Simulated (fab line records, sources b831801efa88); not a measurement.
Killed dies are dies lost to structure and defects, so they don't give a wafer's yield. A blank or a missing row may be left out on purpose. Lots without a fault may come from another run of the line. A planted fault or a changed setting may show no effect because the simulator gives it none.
A struck lot beside a sound one | flow sky130 | 35 steps out of a route of 708
Sound: wafers L919.1, L919.2, L919.3. Struck: wafer L917.4. (L917.3, L917.5 of the same lot were not struck and are left out.) The cause comes at the end.
At each step with rows: each side's tool, then ch and its chambers, then its first start. Under that, the readings that differ: sound wafers | struck wafers | difference of the means | sigmas: that difference in standard deviations of wafers without a fault.
alike: readings whose means differ by less than 2 such deviations, and words and numbers that are the same on both sides. not compared: withheld readings, readings that some wafer has no value for, bounds like >300 that may hide the same value, and numbers for which the record gives no deviation and whose values overlap.
The two part at a step that has a row with sigmas, a row that says differs or no value, or rows on one side only. Numbers that don't overlap but have no deviation are shown without sigmas and don't part them. A reading that every wafer of one side lacks parts them only if that side has two wafers or more.

first, 4 steps without rows for these wafers: SKY_METAL5_SOFTBAKE_10 (time 60 s); SKY_METAL5_EXPOSE_11 (exposes mask MM5, target cd 1600 nm); SKY_METAL5_PEB_12; SKY_METAL5_DEVELOP_13 (develop time 60 s).
SKY_METAL5_DESCUM_14: chemistry O2, time 11 s.
  sound on rie_metal-04 ch 0,1, day 48 02:52; struck on rie_metal-01 ch 0, day 48 00:10
  alike: drypump_motor_current_A, oes_product_au
  not compared: rf_hours_counter_h
SKY_METAL5_METAL_ETCH_15: etches the open film in Cl2/BCl3, stops on SiO2, target depth 1260 nm, time 252 s.
  sound on rie_metal-04 ch 0,1, day 48 02:54; struck on rie_metal-01 ch 0, day 48 00:16
  alike: drypump_motor_current_A, oes_product_au, throttle_valve_pct
  not compared: rf_hours_counter_h
then, 4 steps without rows for these wafers: SKY_METAL5_STRIP_16 (strips in O2/N2); SKY_METAL5_STRIP_17 (strips in post etch residue remover, time 1200 s); SKY_METAL5_CLEAN_18 (cleans in IPA, time 180 s); SKY_METAL5_CLEAN_19 (cleans in O3/DIW).
SKY_PASSIVATION_CVD_00: deposits SiO2, target thk 90 nm.
  sound on pecvd-01 ch 0,1,2, day 48 03:43; struck on pecvd-03 ch 2, day 48 01:01
  alike: heater_power_w
SKY_PASSIVATION_THK_MEAS_01:
  sound on film_metro-04, day 48 03:44; struck on film_metro-03, day 48 01:04
  alike: PASSIVATION_CVD_00_THK
SKY_PASSIVATION_CVD_02: deposits Si3N4, target thk 540 nm.
  sound on pecvd-03 ch 0,1,2, day 48 03:48; struck on pecvd-04 ch 2, day 48 01:06
  reading                                       | sound             | struck | difference | sigmas
  model.Si3N4_of_PASSIVATION_CVD_02.thk_nm (nm) | 530.4 532.8 530.9 | 434.2  | -97.2      |
  alike: heater_power_w
SKY_PASSIVATION_THK_MEAS_03:
  sound on film_metro-02, day 48 04:02; struck on film_metro-04, day 48 01:21
  reading                     | sound       | struck | difference | sigmas
  PASSIVATION_CVD_02_THK (nm) | 530 533 531 | 434    | -97        | -14
then, 7 steps without rows for these wafers: SKY_PASSIVATION_DEHYDRATE_04 (time 60 s); SKY_PASSIVATION_HMDS_05 (prime time 60 s); SKY_PASSIVATION_COAT_06 (resist thk 3000 nm); SKY_PASSIVATION_SOFTBAKE_07; SKY_PASSIVATION_EXPOSE_08 (exposes mask NSM, target cd 3000 nm); SKY_PASSIVATION_PEB_09; SKY_PASSIVATION_DEVELOP_10 (develop time 60 s).
SKY_PASSIVATION_ETCH_11: etches the open film in CF4/O2, stops on AlCu, target depth 725 nm, time 161.1 s.
  sound on rie_diel-01 ch 0,1,3, day 48 22:16; struck on rie_diel-03 ch 2, day 48 19:49
  reading                                 | sound             | struck | difference | sigmas
  oes_product_au (a.u.)                   | 0.967 0.969 0.969 | 0.902  | -0.066     | -9
  throttle_valve_pct (%)                  | 5.963 5.977 5.962 | 5.944  | -0.023     | -3
  model.etch.depth_nm (nm)                | 695.1 698 694.5   | 599.8  | -96.1      |
  model.PASSIVATION.feature_depth_nm (nm) | 695.1 698 694.5   | 599.8  | -96.1      |
  alike: cf4_flow_sccm, drypump_motor_current_A
  not compared: rf_hours_counter_h
SKY_PASSIVATION_STRIP_12: strips in O2/N2.
  sound on plasma_asher-01 ch 0,1, day 48 22:22; struck on plasma_asher-02 ch 1, day 48 19:57
  alike: drypump_motor_current_A, oes_product_au, strip_time_to_endpoint_s
  not compared: rf_hours_counter_h
then, 7 steps without rows for these wafers: SKY_PAD_OPEN_DEHYDRATE_00 (time 60 s); SKY_PAD_OPEN_HMDS_01 (prime time 60 s); SKY_PAD_OPEN_COAT_02 (resist thk 3000 nm); SKY_PAD_OPEN_SOFTBAKE_03; SKY_PAD_OPEN_EXPOSE_04 (exposes mask PDM, target cd 60000 nm); SKY_PAD_OPEN_PEB_05; SKY_PAD_OPEN_DEVELOP_06 (develop time 60 s).
SKY_PAD_OPEN_ETCH_07: etches the open film in CF4/O2, stops on AlCu, target depth 725 nm, time 161.1 s.
  sound on rie_diel-01 ch 1,2,3, day 49 16:04; struck on rie_diel-01 ch 2, day 49 13:54
  reading                              | sound             | struck | difference | sigmas
  cf4_flow_sccm (sccm)                 | 80.35 80.37 80.09 | 79.73  | -0.54      | -2
  oes_product_au (a.u.)                | 0.977 0.971 0.967 | 0.894  | -0.078     | -11
  throttle_valve_pct (%)               | 5.951 5.961 5.974 | 5.942  | -0.020     | -2
  model.etch.depth_nm (nm)             | 695.1 698 694.5   | 599.8  | -96.1      |
  model.PAD_OPEN.feature_depth_nm (nm) | 695.1 698 694.5   | 599.8  | -96.1      |
  alike: drypump_motor_current_A
  not compared: rf_hours_counter_h
SKY_PAD_OPEN_STRIP_08: strips in O2/N2.
  sound on plasma_asher-01 ch 0,1, day 49 16:10; struck on plasma_asher-01 ch 0, day 49 14:02
  alike: drypump_motor_current_A, oes_product_au
  not compared: rf_hours_counter_h
SKY_PAD_OPEN_STRIP_09: strips in post etch residue remover, time 1200 s.
  sound on wet_bench-04 ch 2, day 49 16:16; struck on wet_bench-04 ch 0, day 49 14:06
  reading                                       | sound           | struck | difference | sigmas
  model.Si3N4_of_PASSIVATION_CVD_02.thk_nm (nm) | 530 532.4 530.6 | 433.8  | -97.2      |
then, 2 steps without rows for these wafers: SKY_PAD_OPEN_CLEAN_10 (cleans in IPA, time 180 s); SKY_PAD_OPEN_PROBE_99.

WHERE THEY PART
First at SKY_PASSIVATION_THK_MEAS_03; last, within this record, at SKY_PAD_OPEN_ETCH_07. Later steps at which nothing parts them and some readings are alike: SKY_PAD_OPEN_STRIP_08.

WHY: what the simulator had put in
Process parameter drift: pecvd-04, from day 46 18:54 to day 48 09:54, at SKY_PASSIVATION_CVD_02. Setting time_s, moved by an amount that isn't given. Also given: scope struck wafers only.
